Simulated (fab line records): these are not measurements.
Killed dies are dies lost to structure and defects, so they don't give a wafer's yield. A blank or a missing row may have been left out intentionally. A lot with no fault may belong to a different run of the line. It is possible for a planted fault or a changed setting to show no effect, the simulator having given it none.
fab line records	flow sky130
[record] lots = 14	wafers = 42	last-day = 50
route steps=708 shown FIELD_ISO@18 PWDE@54 POLY_GATE@224
lots that met no fault: from a run of the same line without faults
start-h: hours from the record's opening day to when the first of the lot's shown wafers began	wait-h: hours from the lot's prior step to this one	" identical to the entry in the row above	L1.1+2: a row that stands for several wafers	- no value present, or no start provided	* or withheld: withheld	< > ~ a bound
route shown NAME@n: a module of which the file shows steps, and the number in the route of the first	usual: mean/standard deviation of fault-free wafers	same: alike in all rows	chamber/n: place in a boat	sites: the reading at each site	_std_site: the standard deviation of these	_edge_site: the outer-site mean with the inner-site mean subtracted	radius-mm: for every site, how far away it sits from the centre of the wafer	mask NAME#n: copy n	behind: the last tool/chamber to shape the wafer	hold: why the lot went on hold/how many hours it stayed there/how the hold came to an end	device: whichever transistor did not switch (one of n, p or np)	end of line: tests run on the same wafers once the route is complete	for a step that has no rows: nothing shown but its recipe	killed: the dies lost at the first sort to structure and to defects; this is not the yield of the wafer	map: a wafer's dies, marking killed ones x, the rest . and places with no die _
set.NAME: the setting the step ran with; set.NAME@STEP: the setting that earlier step ran with	model.NAME: the simulator's own value behind a step, which no gauge read
one table for each step of the route and one row for each wafer, over a sample of lots
services: a tool's chamber out of use, with start hour (start-h, from the record's first day; less than 0 if before it), hours out, and reason
[[steps]]
[step SKY_FIELD_ISO_ETCH_17]
[recipe] target-depth-a = 3420	mask-material = Si3N4	chemistry = HBr/Cl2/O2	target = Si	taper-deg = 5	icp-w = 580	bias-w = 150	pressure-mtorr = 15	HBr_flow_sccm = 150	Cl2_flow_sccm = 40	O2_flow_sccm = 6	time-s = 97.7
[usual] HBr_flow_sccm = 150.0/0.48	O2_flow_sccm = 6.003/0.018	drypump-motor-current-A = 5.6/0.4	oes-product-au = 0.992/0.016	throttle-valve-pct = 25.661/0.013
lot.wafer	tool	chamber	start-h	wait-h	HBr_flow_sccm	O2_flow_sccm	drypump-motor-current-A	oes-product-au	rf-hours-counter-h	throttle-valve-pct
L313.1	rie-si-02	2	30.04	0.1	149.9	5.977	6.1	0.996	97	25.654
L313.2	"	3	"	"	149.7	5.994	5.2	1.023	2	25.641
L313.6	"	0	"	"	149.4	5.963	5.9	0.983	-	25.666
L314.1	rie-si-02	0	32.96	0.1	149.6	5.999	5.9	0.991	3	25.664
L314.2	"	2	"	"	150.5	6.017	6.0	1.003	97	25.669
L314.6	"	0	"	"	150.7	6.004	5.9	0.990	-	25.656
L315.1	rie-si-01	0	39.34	0.1	149.3	6.046	5.6	0.995	1	25.667
L315.3	"	2	"	"	149.3	5.996	5.2	0.964	59	25.669
L315.4	"	3	"	"	150.2	5.988	5.0	1.017	-	25.653
L316.1	rie-si-02	3	47.55	0.1	150.1	6.013	5.2	1.016	3	25.640
L316.2	"	1	"	"	149.8	5.997	6.0	0.998	43	25.652
L316.6	"	0	"	"	149.6	6.022	5.9	0.983	-	25.666
L318.1	rie-si-01	3	55.16	0.1	149.3	6.033	4.9	1.007	101	25.646
L318.3	"	0	"	"	149.0	6.003	5.6	0.990	1	25.678
L318.6	"	0	"	"	149.9	6.011	5.6	0.993	-	25.661
L319.2	rie-si-01	3	61.80	0.1	148.9	6.017	4.9	1.011	102	25.668
L319.5	"	3	"	"	148.9	5.996	4.9	1.005	-	25.640
L319.6	"	0	"	"	150.1	6.020	5.6	0.990	-	25.665
L320.2	rie-si-02	3	65.20	0.1	150.5	5.978	5.2	1.003	3	25.652
L320.3	"	2	"	"	150.2	6.008	6.1	0.986	98	25.664
L320.4	"	1	"	"	150.2	6.010	6.0	0.980	43	25.670
L321.1	rie-si-01	0	69.95	0.1	150.2	6.069	5.6	0.984	2	25.672
L321.2	"	3	"	"	150.0	6.006	5.0	0.999	102	25.645
L321.5	"	0	"	"	150.0	6.031	5.6	0.976	-	25.673
L322.1	rie-si-01	3	79.28	0.1	150.5	5.988	4.9	1.011	102	25.648
L322.2	"	0	"	"	150.5	6.016	5.6	0.979	2	25.671
L322.5	"	3	"	"	149.0	6.007	4.9	0.998	-	25.640
L324.1	rie-si-02	1	87.00	0.1	150.9	6.028	6.0	0.991	43	25.663
L324.2	"	3	"	"	150.0	6.016	5.2	1.021	3	25.644
L324.3	"	0	"	"	149.1	6.015	5.9	0.983	3	25.668
L327.1	rie-si-01	2	101.85	0.1	150.5	6.006	5.2	0.967	59	25.679
L327.3	"	0	"	"	150.1	6.007	5.6	0.982	2	25.679
L327.4	"	3	"	"	150.7	5.997	4.9	1.022	102	25.641
L329.2	rie-si-02	0	111.84	0.1	149.8	6.003	5.9	0.982	3	25.672
L329.4	"	3	"	"	150.7	5.977	5.2	1.003	3	25.657
L329.6	"	3	"	"	150.6	5.996	5.2	0.999	-	25.679
L335.2	rie-si-01	0	143.66	0.1	149.7	6.004	5.6	0.988	2	25.655
L335.4	"	3	"	"	150.3	6.006	5.0	1.001	102	25.665
L335.6	"	2	"	"	150.3	6.025	5.3	0.957	-	25.682
L336.1	rie-si-01	3	148.26	0.1	149.9	5.991	5.0	0.996	102	25.647
L336.2	"	0	"	"	150.2	6.003	5.6	0.990	2	25.665
L336.6	"	1	"	"	150.5	6.021	6.0	0.988	-	25.674
[step SKY_PWDE_STRIP_09]
[recipe] chemistry = O2/N2	power-w = 1400	pressure-mtorr = 1500	platen-temp-c = withheld	o2-flow-sccm = 3000	n2-flow-sccm = 300	overash-fraction = 0.5
[usual] drypump-motor-current-A = 5.6/0.33	o2-flow-sccm = 2999/9.9	oes-product-au = 0.723/0.0041	strip-time-to-endpoint-s = 36.91/0.087
lot.wafer	tool	chamber	start-h	wait-h	drypump-motor-current-A	o2-flow-sccm	oes-product-au	rf-hours-counter-h	strip-time-to-endpoint-s
L313.1	plasma-asher-03	0	68.78	0.1	5.7	2990	0.721	38	36.90
L313.2	"	1	"	"	6.1	3009	0.718	38	36.92
L313.6	"	1	"	"	6.0	3008	0.726	-	36.92
L314.1	plasma-asher-03	1	73.50	0.1	6.1	2987	0.722	39	36.93
L314.2	"	0	"	"	5.7	3001	0.722	39	36.93
L314.6	"	0	"	"	5.7	2989	0.724	-	36.93
L315.1	plasma-asher-03	1	79.80	0.1	6.1	2986	0.728	39	36.87
L315.3	"	1	"	"	6.1	2999	0.723	-	36.81
L315.4	"	0	"	"	5.7	3014	0.721	-	36.93
L316.1	plasma-asher-01	1	87.17	0.1	5.2	2992	0.721	40	36.92
L316.2	"	0	"	"	5.6	3013	0.725	40	36.86
L316.6	"	0	"	"	5.6	3000	0.720	-	36.77
L318.1	plasma-asher-03	0	97.02	0.1	5.7	2989	0.724	41	36.96
L318.3	"	0	"	"	5.7	3008	0.724	-	36.86
L318.6	"	0	"	"	5.7	3004	0.721	-	36.92
L319.2	plasma-asher-02	0	104.22	0.1	5.1	3009	0.727	41	37.00
L319.5	"	1	"	"	5.9	3012	0.730	-	37.05
L319.6	"	0	"	"	5.1	3010	0.723	-	36.95
L320.2	plasma-asher-01	1	108.60	0.1	5.2	2999	0.725	42	36.93
L320.3	"	1	"	"	5.2	2989	0.732	-	36.92
L320.4	"	0	"	"	5.6	2992	0.722	-	36.83
L321.1	plasma-asher-02	1	110.65	0.1	5.9	2982	0.731	41	37.04
L321.2	"	0	"	"	5.2	2981	0.730	41	37.01
L321.5	"	0	"	"	5.1	2990	0.725	-	36.95
L322.1	plasma-asher-02	0	122.65	0.1	5.2	2997	0.715	43	36.79
L322.2	"	1	"	"	5.9	3012	0.730	43	36.91
L322.5	"	1	"	"	5.9	3000	0.715	-	36.81
L324.1	plasma-asher-02	1	134.02	0.1	5.9	3015	0.717	44	37.04
L324.2	"	0	"	"	5.1	2996	0.716	44	36.97
L324.3	"	1	"	"	5.9	3003	0.715	-	37.08
L327.1	plasma-asher-03	1	155.55	0.1	6.0	2993	0.728	4	36.99
L327.3	"	1	"	"	6.1	2993	0.716	-	36.98
L327.4	"	0	"	"	5.7	2997	0.724	-	37.01
L329.2	plasma-asher-03	0	159.42	0.1	5.7	3003	0.729	4	36.84
L329.4	"	0	"	"	5.7	2999	0.716	-	36.84
L329.6	"	1	"	"	6.0	2997	0.723	-	36.89
L335.2	plasma-asher-01	0	191.17	0.1	5.6	3005	0.724	48	36.67
L335.4	"	1	"	"	5.2	2998	0.731	-	36.89
L335.6	"	0	"	"	5.6	3005	0.718	-	36.81
L336.1	plasma-asher-03	0	196.07	0.1	5.7	3010	0.721	8	37.03
L336.2	"	1	"	"	6.0	2987	0.722	8	37.00
L336.6	"	1	"	"	6.0	2983	0.721	-	36.97
[step SKY_PWDE_TW_MEAS_10]
[usual] PWDE_TW = 370.2/2.6
lot.wafer	tool	chamber	start-h	wait-h	PWDE_TW
L313.1	film-metro-03	-	68.88	0.1	366.4
L313.2	"	-	"	"	366.7
L313.6	"	-	"	"	365.3
L314.1	film-metro-03	-	73.60	0.1	365.7
L314.2	"	-	"	"	367.9
L314.6	"	-	"	"	366.2
L315.1	film-metro-03	-	79.90	0.1	367.3
L315.3	"	-	"	"	367.1
L315.4	"	-	"	"	367.5
L316.1	film-metro-03	-	87.27	0.1	367.1
L316.2	"	-	"	"	367.1
L316.6	"	-	"	"	365.0
L318.1	film-metro-03	-	97.12	0.1	367.2
L318.3	"	-	"	"	369.5
L318.6	"	-	"	"	368.5
L319.2	film-metro-01	-	104.33	0.1	371.1
L319.5	"	-	"	"	370.6
L319.6	"	-	"	"	371.2
L320.2	film-metro-01	-	108.71	0.1	370.1
L320.3	"	-	"	"	369.2
L320.4	"	-	"	"	369.2
L321.1	film-metro-03	-	110.75	0.1	370.3
L321.2	"	-	"	"	367.8
L321.5	"	-	"	"	367.7
L322.1	film-metro-03	-	122.75	0.1	370.5
L322.2	"	-	"	"	371.6
L322.5	"	-	"	"	369.8
L324.1	film-metro-01	-	134.12	0.1	373.4
L324.2	"	-	"	"	371.7
L324.3	"	-	"	"	372.7
L327.1	film-metro-02	-	155.65	0.1	372.1
L327.3	"	-	"	"	374.0
L327.4	"	-	"	"	374.0
L329.2	film-metro-01	-	159.53	0.1	371.9
L329.4	"	-	"	"	374.6
L329.6	"	-	"	"	373.0
L335.2	film-metro-02	-	191.28	0.1	374.1
L335.4	"	-	"	"	375.0
L335.6	"	-	"	"	374.0
L336.1	film-metro-01	-	196.17	0.1	369.7
L336.2	"	-	"	"	369.4
L336.6	"	-	"	"	369.9
[step SKY_POLY_GATE_EXPOSE_10]
[recipe] mask-id = P1M	na = 0.68	source-shape = conventional	sigma-outer = 0.6	target-cd-nm = 150	dose-mj = 28
[usual] exposure-dose-mJ-cm2 = 27.999/0.024	focus-offset-nm = 0.0/0.48
lot.wafer	tool	chamber	start-h	wait-h	mask	exposure-dose-mJ-cm2	focus-offset-nm
L313.1	krf-scanner-01	0	357.19	-	P1M#0	28.008	-0.8
L313.2	"	0	"	"	P1M#0	28.050	-0.5
L313.6	"	0	"	"	P1M#0	28.011	0.3
L314.1	krf-scanner-02	0	367.21	-	P1M#0	28.015	-0.4
L314.2	"	0	"	"	P1M#0	27.997	-0.1
L314.6	"	0	"	"	P1M#0	28.001	-0.1
L315.1	krf-scanner-01	0	375.51	-	P1M#0	28.020	-0.6
L315.3	"	0	"	"	P1M#0	28.009	-0.3
L315.4	"	0	"	"	P1M#0	28.001	-0.1
L316.1	krf-scanner-01	0	386.19	-	P1M#0	28.006	0.5
L316.2	"	0	"	"	P1M#0	28.010	-0.6
L316.6	"	0	"	"	P1M#0	28.018	-0.4
L318.1	krf-scanner-02	0	403.81	-	P1M#0	27.956	0.4
L318.3	"	0	"	"	P1M#0	27.962	0.2
L318.6	"	0	"	"	P1M#0	27.985	-0.3
L319.2	krf-scanner-01	0	412.97	-	P1M#0	28.012	1.0
L319.5	"	0	"	"	P1M#0	28.024	1.3
L319.6	"	0	"	"	P1M#0	28.001	-0.2
L320.2	krf-scanner-01	0	416.80	-	P1M#0	28.000	-1.0
L320.3	"	0	"	"	P1M#0	28.033	-0.1
L320.4	"	0	"	"	P1M#0	28.025	-0.1
L321.1	krf-scanner-02	0	450.36	-	P1M#0	28.021	-0.3
L321.2	"	0	"	"	P1M#0	27.993	0.3
L321.5	"	0	"	"	P1M#0	27.994	-0.2
L322.1	krf-scanner-01	0	450.60	-	P1M#0	28.002	-0.1
L322.2	"	0	"	"	P1M#0	27.990	0.1
L322.5	"	0	"	"	P1M#0	27.998	-0.6
L324.1	krf-scanner-01	0	458.85	-	P1M#0	27.984	0.4
L324.2	"	0	"	"	P1M#0	28.039	0.2
L324.3	"	0	"	"	P1M#0	28.013	0.2
L327.1	krf-scanner-01	-	490.23	-	P1M#0	-	-
L327.3	"	-	"	"	P1M#0	-	-
L327.4	"	-	"	"	P1M#0	-	-
L329.2	krf-scanner-02	-	499.02	-	P1M#0	-	-
L329.4	"	-	"	"	P1M#0	-	-
L329.6	"	-	"	"	P1M#0	-	-
L336.1	krf-scanner-02	0	552.85	-	P1M#0	28.001	0.7
L336.2	"	0	"	"	P1M#0	28.007	-0.6
L336.6	"	0	"	"	P1M#0	28.054	0.3
L335.2	krf-scanner-01	0	553.11	-	P1M#0	27.999	0.2
L335.4	"	0	"	"	P1M#0	28.027	0.0
L335.6	"	0	"	"	P1M#0	28.015	0.8
[[services]]
tool	chamber	start-h	hours	kind
krf-scanner-01	-	65.11	1.3	pm
krf-scanner-01	-	77.89	7.2	pm
krf-scanner-01	-	85.28	9.3	repair
krf-scanner-01	-	94.59	3.6	pm
krf-scanner-01	-	98.14	0.8	pm
krf-scanner-01	-	101.18	1.0	pm
rie-si-01	2	179.01	4.3	repair
rie-si-01	-	213.13	4.3	pm
rie-si-01	-	219.97	0.6	repair
krf-scanner-01	-	228.89	4.0	pm
krf-scanner-01	-	241.01	1.3	pm
krf-scanner-01	-	252.81	1.7	repair
krf-scanner-01	-	260.23	0.8	pm
krf-scanner-01	-	270.07	1.0	pm
rie-si-01	1	275.27	5.2	repair
krf-scanner-01	-	277.59	1.3	repair
rie-si-01	-	328.53	0.1	repair
krf-scanner-01	-	391.45	4.4	pm
rie-si-01	1	392.01	2.0	repair
krf-scanner-01	-	416.91	1.3	pm
krf-scanner-01	-	429.03	0.8	pm
rie-si-01	-	438.97	0.3	repair
krf-scanner-01	-	441.87	1.0	pm
krf-scanner-01	-	492.92	0.3	repair
[[key]]
[first-sign] step = SKY_POLY_GATE_EXPOSE_10	reading = tool-record	direction = missing
effect none on later readings
met-at SKY_POLY_GATE_EXPOSE_10
struck-lots L327,L329
later-rows-left-out L327.1,L327.3,L327.4,L329.2,L329.4,L329.6
sort-left-out L327.1,L327.3,L327.4,L329.2,L329.4,L329.6
tester-left-out L327,L329
not-acting-at SKY_FIELD_ISO_ETCH_17,SKY_PWDE_STRIP_09,SKY_PWDE_TW_MEAS_10
onset-between 458.85 490.23
[fault] kind = skipped-step-whole	tool = krf-scanner-01,krf-scanner-02	chamber = -	onset-h = 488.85	steps = SKY_POLY_GATE_EXPOSE_10	scope = struck-lots-only
// tester-left-out: of these lots the tester's yield and bins aren't shown, on N5 and GAA mostly nor the transistor test; their killed dies are dies lost to structure and defects alone, not to doping, threshold or leakage, so they don't give the yield
// sort-left-out: the simulated sort isn't trusted on such a fault, so these wafers' sort isn't shown, and their yield isn't known
// later-rows-left-out: the simulator's readings of these wafers behind a module that went badly wrong aren't trusted and aren't shown, but for the sort
